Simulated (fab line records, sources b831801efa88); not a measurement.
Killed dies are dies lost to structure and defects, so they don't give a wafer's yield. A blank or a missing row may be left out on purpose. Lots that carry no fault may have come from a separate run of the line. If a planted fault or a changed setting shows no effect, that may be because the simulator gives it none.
fab line records -- flow sky130
record lots=11, wafers=33, lastDay=50
route steps=708 shown LDD_N@253 LDD_HVP@287 POLY_CUT@317 RES_XHIGH@340 PAD_OPEN@708
lots that met no fault: from a run of the same line without faults
startH: the number of hours between the record's first day and the start of the first shown wafer of the lot -- waitH: hours from the lot's prior step to this one -- " same as the row above -- L1.1+2: one row covering several wafers at once -- - value missing, or start not given -- * or withheld: withheld -- < > ~ a bound
route shown NAME@n: names a module that has steps shown in the file, with the first one's number in the route -- usual: the fault-free wafers' mean and standard deviation -- same: alike in all rows -- chamber/n: place in a boat -- sites: readings site by site -- _std_site: the values' standard deviation -- _edge_site: the outer-site mean with the inner-site mean subtracted -- radiusMm: how far each site lies from the wafer's centre -- mask NAME#n: copy n -- behind: tool/chamber where the wafer was last shaped -- hold: the reason the lot was held/the length of the hold in hours/how it ended -- device: names the non-switching transistor (n, p or np) -- end of line: tests run on the same wafers once the route is complete -- where a step has no rows: the recipe by itself -- killed: not the wafer's yield, but the dies lost to structure and defects at the first sort -- map: a wafer's dies, x killed, . not, _ none there
set.NAME: the run value of the setting; set.NAME@STEP: its run value at that earlier step -- model.NAME: the simulator's own value behind a step, which no gauge read
one table for each step of the route and one row for each wafer, over a sample of lots
services: from which hour (startH, from the record's first day; less than 0 if before it) a tool's chamber was out of use, for how many hours, and why
## steps
# step SKY_LDD_N_STRIP_16
# recipe chemistry=O2/N2, powerW=1400, pressureMtorr=1500, platenTempC=withheld, o2FlowSccm=3000, n2FlowSccm=300, overashFraction=0.5
# usual drypumpMotorCurrentA=5.8/0.41, oesProductAu=0.407/0.0046, stripTimeToEndpointS=4.311/0.014
lot.wafer,tool,chamber,startH,waitH,drypumpMotorCurrentA,oesProductAu,rfHoursCounterH,stripTimeToEndpointS
L526.2,plasmaAsher-02,0,409.42,0.1,6.3,0.411,72,4.296
L526.3,plasmaAsher-02,0,409.42,0.1,6.3,0.399,-,4.290
L526.4,plasmaAsher-02,1,409.42,0.1,6.5,0.397,-,4.321
L527.1,plasmaAsher-03,1,409.72,0.1,5.7,0.400,72,4.298
L527.5,plasmaAsher-03,0,409.72,0.1,5.2,0.403,-,4.325
L527.6,plasmaAsher-03,1,409.72,0.1,5.7,0.405,-,4.313
L528.1,plasmaAsher-02,1,417.92,0.1,6.6,0.401,73,4.301
L528.3,plasmaAsher-02,1,417.92,0.1,6.5,0.403,-,4.313
L528.5,plasmaAsher-02,0,417.92,0.1,6.2,0.400,-,4.326
L529.2,plasmaAsher-01,0,429.72,0.1,5.8,0.405,27,4.289
L529.4,plasmaAsher-01,1,429.72,0.1,6.1,0.407,-,4.317
L529.5,plasmaAsher-01,0,429.72,0.1,5.7,0.410,-,4.313
L530.1,plasmaAsher-02,0,438.22,0.1,6.3,0.404,75,4.307
L530.3,plasmaAsher-02,0,438.22,0.1,6.3,0.416,-,4.288
L530.4,plasmaAsher-02,1,438.22,0.1,6.5,0.401,-,4.310
L531.3,plasmaAsher-03,1,441.70,0.1,5.7,0.406,-,4.297
L531.4,plasmaAsher-03,0,441.70,0.1,5.2,0.410,-,4.305
L531.5,plasmaAsher-03,1,441.70,0.1,5.7,0.409,-,4.309
L533.1,plasmaAsher-01,1,472.97,0.1,6.1,0.409,31,4.338
L533.4,plasmaAsher-01,0,472.97,0.1,5.7,0.419,-,4.334
L533.5,plasmaAsher-01,1,472.97,0.1,6.1,0.406,-,4.315
L537.2,plasmaAsher-03,1,498.07,0.1,5.7,0.407,6,4.296
L537.3,plasmaAsher-03,0,498.07,0.1,5.2,0.409,-,4.306
L537.4,plasmaAsher-03,1,498.07,0.1,5.7,0.405,-,4.306
L536.1,plasmaAsher-01,0,499.42,0.1,5.7,0.400,34,4.283
L536.2,plasmaAsher-01,1,499.42,0.1,6.1,0.407,34,4.296
L536.6,plasmaAsher-01,0,499.42,0.1,5.7,0.409,-,4.309
L542.2,plasmaAsher-03,0,549.17,0.1,5.2,0.410,10,4.296
L542.3,plasmaAsher-03,1,549.17,0.1,5.7,0.407,-,4.301
L542.4,plasmaAsher-03,0,549.17,0.1,5.2,0.404,-,4.302
L548.3,plasmaAsher-01,1,590.45,0.1,6.1,0.401,-,4.336
L548.4,plasmaAsher-01,0,590.45,0.1,5.7,0.407,-,4.345
L548.5,plasmaAsher-01,0,590.45,0.1,5.7,0.399,-,4.330
# step SKY_LDD_HVP_STRIP_09
# recipe chemistry=O2/N2, powerW=1400, pressureMtorr=1500, platenTempC=withheld, o2FlowSccm=3000, n2FlowSccm=300, overashFraction=0.5
# usual drypumpMotorCurrentA=5.6/0.32, oesProductAu=0.409/0.0047, stripTimeToEndpointS=4.134/0.015
lot.wafer,tool,chamber,startH,waitH,drypumpMotorCurrentA,oesProductAu,rfHoursCounterH,stripTimeToEndpointS
L526.2,plasmaAsher-04,1,501.87,0.1,5.7,0.410,70,4.153
L526.3,plasmaAsher-04,0,501.87,0.1,5.2,0.413,-,4.130
L526.4,plasmaAsher-04,1,501.87,0.1,5.7,0.402,-,4.128
L527.1,plasmaAsher-03,1,502.17,0.1,5.7,0.411,7,4.141
L527.5,plasmaAsher-03,1,502.17,0.1,5.7,0.411,-,4.112
L527.6,plasmaAsher-03,0,502.17,0.1,5.2,0.410,-,4.138
L528.1,plasmaAsher-03,1,509.52,0.1,5.7,0.407,8,4.125
L528.3,plasmaAsher-03,0,509.52,0.1,5.2,0.412,-,4.122
L528.5,plasmaAsher-03,0,509.52,0.1,5.2,0.407,-,4.128
L529.2,plasmaAsher-01,0,523.17,0.1,5.7,0.413,36,4.138
L529.4,plasmaAsher-01,1,523.17,0.1,6.1,0.410,-,4.148
L529.5,plasmaAsher-01,1,523.17,0.1,6.1,0.404,-,4.135
L530.1,plasmaAsher-01,1,531.08,0.1,6.1,0.419,38,4.131
L530.3,plasmaAsher-01,1,531.08,0.1,6.1,0.404,-,4.140
L530.4,plasmaAsher-01,0,531.08,0.1,5.8,0.404,-,4.145
L531.3,plasmaAsher-04,0,535.11,0.1,5.2,0.410,-,4.118
L531.4,plasmaAsher-04,1,535.11,0.1,5.7,0.411,-,4.110
L531.5,plasmaAsher-04,0,535.11,0.1,5.2,0.405,-,4.120
L533.1,plasmaAsher-04,0,565.32,0.1,5.2,0.405,77,4.130
L533.4,plasmaAsher-04,1,565.32,0.1,5.7,0.408,-,4.096
L533.5,plasmaAsher-04,1,565.32,0.1,5.7,0.410,-,4.106
L537.2,plasmaAsher-04,0,589.22,0.1,5.2,0.414,79,4.146
L537.3,plasmaAsher-04,0,589.22,0.1,5.2,0.412,-,4.144
L537.4,plasmaAsher-04,1,589.22,0.1,5.7,0.406,-,4.171
L536.1,plasmaAsher-04,0,590.22,0.1,5.2,0.414,79,4.132
L536.2,plasmaAsher-04,1,590.22,0.1,5.7,0.408,79,4.128
L536.6,plasmaAsher-04,0,590.22,0.1,5.2,0.405,-,4.125
L542.2,plasmaAsher-03,1,636.90,0.1,5.7,0.413,18,4.124
L542.3,plasmaAsher-03,0,636.90,0.1,5.2,0.407,-,4.153
L542.4,plasmaAsher-03,1,636.90,0.1,5.7,0.409,-,4.143
L548.3,plasmaAsher-01,0,676.35,0.1,5.7,0.412,-,4.137
L548.4,plasmaAsher-01,1,676.35,0.1,6.1,0.410,-,4.160
L548.5,plasmaAsher-01,0,676.35,0.1,5.7,0.404,-,4.123
# step SKY_POLY_CUT_ETCH_10
# recipe chemistry=N2/H2, target=BARC, ionEnergyEv=200, sourceW=500, biasW=100, pressureMtorr=30, n2FlowSccm=100, h2FlowSccm=200, stopOn=SiO2, timeS=45.9, targetDepthA=600
# usual drypumpMotorCurrentA=5.8/0.44, oesProductAu=0.854/0.0049, throttleValvePct=13.225/0.0091
lot.wafer,tool,chamber,startH,waitH,drypumpMotorCurrentA,oesProductAu,rfHoursCounterH,throttleValvePct
L526.2,rieDiel-04,2,564.69,0.0,6.4,0.850,5,13.230
L526.3,rieDiel-04,1,564.69,0.0,6.3,0.851,5,13.214
L526.4,rieDiel-04,3,564.69,0.0,6.1,0.860,2,13.224
L527.1,rieDiel-01,0,564.94,0.0,5.4,0.850,8,13.211
L527.5,rieDiel-01,0,564.94,0.0,5.4,0.857,-,13.221
L527.6,rieDiel-01,2,564.94,0.0,5.8,0.847,-,13.219
L528.1,rieDiel-01,1,580.49,0.0,5.6,0.852,17,13.236
L528.3,rieDiel-01,2,580.49,0.0,5.8,0.854,12,13.233
L528.5,rieDiel-01,2,580.49,0.0,5.9,0.856,-,13.216
L529.2,rieDiel-01,2,586.72,0.0,5.8,0.860,12,13.239
L529.4,rieDiel-01,1,586.72,0.0,5.7,0.854,-,13.214
L529.5,rieDiel-01,2,586.72,0.0,5.8,0.850,-,13.215
L530.1,rieDiel-01,3,593.33,0.0,5.3,0.855,0,13.211
L530.3,rieDiel-01,1,593.33,0.0,5.6,0.857,17,13.213
L530.4,rieDiel-01,0,593.33,0.0,5.5,0.858,9,13.232
L531.3,rieDiel-03,1,596.99,0.0,5.6,0.857,56,13.220
L531.4,rieDiel-03,3,596.99,0.0,6.6,0.859,50,13.224
L531.5,rieDiel-03,1,596.99,0.0,5.6,0.862,-,13.237
L533.1,rieDiel-04,0,625.49,0.0,5.0,0.854,2,13.226
L533.4,rieDiel-04,2,625.49,0.0,6.4,0.843,6,13.224
L533.5,rieDiel-04,1,625.49,0.0,6.3,0.850,-,13.224
L537.2,rieDiel-01,1,650.54,0.0,5.6,0.854,18,13.217
L537.3,rieDiel-01,0,650.54,0.0,5.4,0.857,10,13.240
L537.4,rieDiel-01,3,650.54,0.0,5.3,0.850,1,13.236
L536.1,rieDiel-04,0,651.19,0.0,5.0,0.850,2,13.220
L536.2,rieDiel-04,3,651.19,0.0,6.1,0.861,4,13.235
L536.6,rieDiel-04,2,651.19,0.0,6.4,0.853,-,13.225
L542.2,rieDiel-01,3,696.14,0.0,5.2,0.858,2,13.227
L542.3,rieDiel-01,0,696.14,0.0,5.5,0.852,11,13.223
L542.4,rieDiel-01,2,696.14,0.0,5.8,0.843,14,13.222
L548.3,rieDiel-03,0,734.27,0.0,6.6,0.848,9,13.231
L548.4,rieDiel-03,3,734.27,0.0,6.6,0.855,0,13.221
L548.5,rieDiel-03,0,734.27,0.0,6.6,0.852,-,13.241
# step SKY_POLY_CUT_STRIP_12
# recipe chemistry=O2/N2, powerW=1400, pressureMtorr=1500, platenTempC=withheld, o2FlowSccm=3000, n2FlowSccm=300, overashFraction=0.5
# usual drypumpMotorCurrentA=5.6/0.42, oesProductAu=0.452/0.0048, stripTimeToEndpointS=5.353/0.018
lot.wafer,tool,chamber,startH,waitH,drypumpMotorCurrentA,oesProductAu,rfHoursCounterH,stripTimeToEndpointS
L526.2,plasmaAsher-04,1,564.77,0.0,5.7,0.457,77,5.353
L526.3,plasmaAsher-04,1,564.77,0.0,5.7,0.461,-,5.371
L526.4,plasmaAsher-04,0,564.77,0.0,5.2,0.452,-,5.363
L527.1,plasmaAsher-03,1,565.02,0.0,5.7,0.455,12,5.386
L527.5,plasmaAsher-03,0,565.02,0.0,5.2,0.456,-,5.339
L527.6,plasmaAsher-03,1,565.02,0.0,5.7,0.453,-,5.364
L528.1,plasmaAsher-04,1,580.57,0.0,5.7,0.457,78,5.326
L528.3,plasmaAsher-04,1,580.57,0.0,5.7,0.451,-,5.358
L528.5,plasmaAsher-04,0,580.57,0.0,5.2,0.443,-,5.362
L529.2,plasmaAsher-03,1,586.80,0.0,5.7,0.452,13,5.361
L529.4,plasmaAsher-03,0,586.80,0.0,5.2,0.442,-,5.365
L529.5,plasmaAsher-03,1,586.80,0.0,5.7,0.449,-,5.353
L530.1,plasmaAsher-04,1,593.41,0.0,5.7,0.445,79,5.344
L530.3,plasmaAsher-04,1,593.41,0.0,5.7,0.451,-,5.369
L530.4,plasmaAsher-04,0,593.41,0.0,5.2,0.457,-,5.379
L531.3,plasmaAsher-04,1,597.10,0.1,5.7,0.446,-,5.348
L531.4,plasmaAsher-04,0,597.10,0.1,5.2,0.448,-,5.334
L531.5,plasmaAsher-04,0,597.10,0.1,5.2,0.450,-,5.344
L533.1,plasmaAsher-04,0,625.57,0.0,5.2,0.453,83,5.381
L533.4,plasmaAsher-04,1,625.57,0.0,5.7,0.452,-,5.397
L533.5,plasmaAsher-04,1,625.57,0.0,5.7,0.451,-,5.384
L537.2,plasmaAsher-02,1,650.62,0.0,6.5,0.451,96,5.359
L537.3,plasmaAsher-02,1,650.62,0.0,6.5,0.447,-,5.348
L537.4,plasmaAsher-02,0,650.62,0.0,6.3,0.448,-,5.345
L536.1,plasmaAsher-02,0,651.27,0.0,6.2,0.445,96,5.353
L536.2,plasmaAsher-02,1,651.27,0.0,6.5,0.454,96,5.334
L536.6,plasmaAsher-02,0,651.27,0.0,6.3,0.451,-,5.340
L542.2,plasmaAsher-02,0,696.22,0.0,6.3,0.452,101,5.412
L542.3,plasmaAsher-02,0,696.22,0.0,6.3,0.457,-,5.408
L542.4,plasmaAsher-02,1,696.22,0.0,6.5,0.460,-,5.421
L548.3,plasmaAsher-03,1,734.39,0.1,5.7,0.449,-,5.375
L548.4,plasmaAsher-03,0,734.39,0.1,5.2,0.450,-,5.355
L548.5,plasmaAsher-03,1,734.39,0.1,5.7,0.456,-,5.363
# step SKY_RES_XHIGH_STRIP_08
# recipe chemistry=O2/N2, powerW=1400, pressureMtorr=1500, platenTempC=withheld, o2FlowSccm=3000, n2FlowSccm=300, overashFraction=0.5
# usual drypumpMotorCurrentA=5.7/0.32, oesProductAu=0.711/0.0046, stripTimeToEndpointS=14.28/0.036
lot.wafer,tool,chamber,startH,waitH,drypumpMotorCurrentA,oesProductAu,rfHoursCounterH,stripTimeToEndpointS
L526.2,plasmaAsher-01,1,624.53,0.1,6.1,0.714,48,14.27
L526.3,plasmaAsher-01,1,624.53,0.1,6.1,0.713,-,14.22
L526.4,plasmaAsher-01,0,624.53,0.1,5.7,0.714,-,14.29
L527.1,plasmaAsher-03,0,624.69,0.1,5.2,0.711,17,14.33
L527.5,plasmaAsher-03,0,624.69,0.1,5.2,0.709,-,14.33
L527.6,plasmaAsher-03,1,624.69,0.1,5.7,0.708,-,14.29
L528.1,plasmaAsher-01,1,638.48,0.1,6.1,0.704,49,14.31
L528.3,plasmaAsher-01,0,638.48,0.1,5.7,0.707,-,14.29
L528.5,plasmaAsher-01,1,638.48,0.1,6.1,0.713,-,14.29
L529.2,plasmaAsher-03,1,645.17,0.1,5.7,0.707,19,14.21
L529.4,plasmaAsher-03,0,645.17,0.1,5.2,0.711,-,14.24
L529.5,plasmaAsher-03,0,645.17,0.1,5.2,0.708,-,14.22
L530.1,plasmaAsher-01,0,651.22,0.1,5.8,0.708,50,14.23
L530.3,plasmaAsher-01,0,651.22,0.1,5.7,0.701,-,14.25
L530.4,plasmaAsher-01,1,651.22,0.1,6.1,0.716,-,14.22
L531.3,plasmaAsher-01,1,655.62,0.1,6.1,0.708,-,14.24
L531.4,plasmaAsher-01,0,655.62,0.1,5.7,0.702,-,14.33
L531.5,plasmaAsher-01,0,655.62,0.1,5.7,0.717,-,14.32
L533.1,plasmaAsher-03,0,682.53,0.1,5.2,0.716,23,14.29
L533.4,plasmaAsher-03,1,682.53,0.1,5.7,0.719,-,14.33
L533.5,plasmaAsher-03,1,682.53,0.1,5.7,0.716,-,14.30
L537.2,plasmaAsher-01,0,705.63,0.1,5.7,0.721,55,14.22
L537.3,plasmaAsher-01,1,705.63,0.1,6.1,0.723,-,14.24
L537.4,plasmaAsher-01,0,705.63,0.1,5.7,0.707,-,14.26
L536.1,plasmaAsher-04,0,706.94,0.1,5.2,0.707,90,14.25
L536.2,plasmaAsher-04,1,706.94,0.1,5.7,0.715,90,14.25
L536.6,plasmaAsher-04,0,706.94,0.1,5.2,0.706,-,14.24
L542.2,plasmaAsher-03,1,752.28,0.1,5.7,0.715,30,14.24
L542.3,plasmaAsher-03,1,752.28,0.1,5.7,0.714,-,14.26
L542.4,plasmaAsher-03,0,752.28,0.1,5.2,0.712,-,14.30
L548.3,plasmaAsher-04,1,788.61,0.1,5.7,0.716,-,14.31
L548.4,plasmaAsher-04,0,788.61,0.1,5.2,0.713,-,14.29
L548.5,plasmaAsher-04,1,788.61,0.1,5.7,0.703,-,14.31
# step SKY_PAD_OPEN_PROBE_99
# usual killed_at_M0_to_M3=43/6.3, killed_at_M4_up=3.3/1.7, killedAtContacts=24/5.4, killedAtFrontEnd=16/4.6, killedAtOther=0.4/0.7, killedDies=87/9.4, killedOpen=47/6.9, killedShort=39/6.1
# same grossDies=492, killedAtBackSide=0
lot.wafer,tool,chamber,startH,waitH,killed_at_M0_to_M3,killed_at_M4_up,killedAtContacts,killedAtFrontEnd,killedAtOther,killedDies,killedOpen,killedShort
L527.1,prober-02,-,1086.20,0.1,47,3,24,20,0,94,48,46
L527.5,prober-02,-,1086.40,0.2,42,1,20,18,0,81,45,34
L527.6,prober-02,-,1086.45,0.2,42,4,29,17,1,93,44,49
# killed by level:class
L527.1 POLY_GATE:geometricParticle:open=8 LI_CONTACT:geometricParticle:open=7 METAL1:geometricParticle:short=7 VIA1:geometricParticle:short=7 VIA1:geometricParticle:open=6 VIA2:geometricParticle:open=6 VIA3:geometricParticle:open=6 CONTACT:geometricParticle:open=5
L527.5 LI_CONTACT:geometricParticle:open=8 VIA1:geometricParticle:open=7 VIA3:geometricParticle:open=7 METAL1:geometricParticle:short=6 FIELD_ISO:geometricParticle:open=5 SPACER:geometricParticle:open=5 METAL2:geometricParticle:short=5 LOCAL_INTERCONNECT:geometricParticle:short=4
L527.6 CONTACT:geometricParticle:open=9 LOCAL_INTERCONNECT:geometricParticle:short=8 VIA1:geometricParticle:open=7 VIA2:geometricParticle:open=7 POLY_GATE:geometricParticle:short=6 METAL2:geometricParticle:short=6 VIA1:geometricParticle:short=5 METAL3:geometricParticle:short=5
## services
tool,chamber,startH,hours,kind
plasmaAsher-01,-,408.23,14.6,pm
plasmaAsher-03,-,421.25,9.0,pm
rieDiel-01,3,421.47,6.2,repair
rieDiel-01,-,430.46,14.6,pm
plasmaAsher-02,-,483.43,1.0,repair
plasmaAsher-03,-,513.80,15.6,pm
plasmaAsher-02,-,522.68,2.8,pm
rieDiel-01,2,530.14,4.4,repair
rieDiel-01,0,533.18,7.6,repair
rieDiel-01,3,542.83,28.9,repair
rieDiel-01,2,558.36,4.7,repair
rieDiel-01,-,565.45,2.8,pm
rieDiel-01,3,636.98,7.7,repair
rieDiel-01,0,658.97,3.0,repair
rieDiel-01,-,663.97,15.6,pm
rieDiel-01,3,718.70,6.3,repair
plasmaAsher-04,-,730.81,11.1,repair
plasmaAsher-02,-,733.75,9.0,pm
plasmaAsher-01,-,741.95,15.6,pm
plasmaAsher-03,-,744.24,3.9,repair
plasmaAsher-03,-,749.64,1.1,repair
plasmaAsher-02,-,756.03,2.2,repair
plasmaAsher-03,-,767.87,2.1,repair
plasmaAsher-03,-,786.20,2.8,pm
## key
firstSign step=SKY_POLY_CUT_STRIP_12, reading=stripTimeToEndpointS, direction=up, sigmas=3.3, usual=*, struck=*
effect none on later readings
metAt SKY_POLY_CUT_ETCH_10
struckLots L542
testerLeftOut L542
notActingAt SKY_LDD_N_STRIP_16,SKY_LDD_HVP_STRIP_09,SKY_RES_XHIGH_STRIP_08
onsetBetween 650.54 696.14
alsoFits SKY_POLY_CUT_STRIP_12:plasmaAsher-02
fault kind=processParameterDrift, tool=rieDiel-01, chamber=-, onsetH=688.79, steps=SKY_POLY_CUT_ETCH_10, channel=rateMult, offset=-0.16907, shape=step, endH=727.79
# testerLeftOut: of these lots the tester's yield and bins aren't shown, on N5 and GAA mostly nor the transistor test; their killed dies are dies lost to structure and defects alone, not to doping, threshold or leakage, so they don't give the yield
